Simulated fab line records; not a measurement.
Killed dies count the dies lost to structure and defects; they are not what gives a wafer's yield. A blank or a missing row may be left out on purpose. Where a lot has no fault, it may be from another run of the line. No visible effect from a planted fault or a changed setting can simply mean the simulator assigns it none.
Chamber matching + flow gf180mcu + 4 sister chambers for GF_V2_CMP_04 on cmp-01
The step polishes SiO2. 8 wafers are shown with their chamber, then 7 later ones without.

== WAFERS WITH THEIR CHAMBER ==
| wafer  | chamber | motorCurrentA (A) | timeToEndpointS (s) |
|--------|---------|-------------------|---------------------|
| L600.6 | 2       | 11.9              | 72                  |
| L602.4 | 2       | 11.3              | 75                  |
| L603.3 | 0       | 12.2              | 77                  |
| L607.1 | 0       | 12.5              | 82                  |
| L607.4 | 1       | 12.3              | 88                  |
| L607.6 | 1       | 12.1              | 79                  |
| L608.1 | 3       | 13.9              | 77                  |
| L608.5 | 3       | 13.5              | 82                  |

== WAFERS WITHOUT THEIR CHAMBER ==
| wafer  | motorCurrentA (A) | timeToEndpointS (s) |
|--------|-------------------|---------------------|
| L608.6 | 12.9              | 83                  |
| L609.1 | 11.8              | 69                  |
| L609.3 | 12.5              | 71                  |
| L609.5 | 12.7              | 81                  |
| L611.3 | 12.7              | 80                  |
| L611.4 | 12.3              | 76                  |
| L611.6 | 13.3              | 80                  |

== WHICH CHAMBER EACH WENT THROUGH ==
| wafer  | from the rows above          | in truth |
|--------|------------------------------|----------|
| L608.6 | can't be placed: 0 or 1 or 3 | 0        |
| L609.1 | can't be placed: 2 or 0      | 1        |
| L609.3 | can't be placed: 0 or 1 or 2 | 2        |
| L609.5 | can't be placed: 0 or 1      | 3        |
| L611.3 | can't be placed: 0 or 1      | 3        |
| L611.4 | can't be placed: 0 or 1 or 2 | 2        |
| L611.6 | can't be placed: 3 or 0      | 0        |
Placed correctly: 0 of 7. These rows do not allow placing 7 (true chamber among the candidates in 4). Wrongly placed: 0.
How it was worked out, from the rows above alone: a wafer's distance from a chamber is the root of the sum, over the readings, of the square of ((its reading less the chamber's mean) divided by the reading's scatter). The wafer belongs to the nearest chamber; if the next one is less than 2 further off, it can't be placed. The mean given for a chamber averages the wafers shown for that chamber. How the scatter is found: for the shown wafers, subtract from each reading the mean of its chamber, square and add these, divide the total by (wafers less chambers), then take the root.
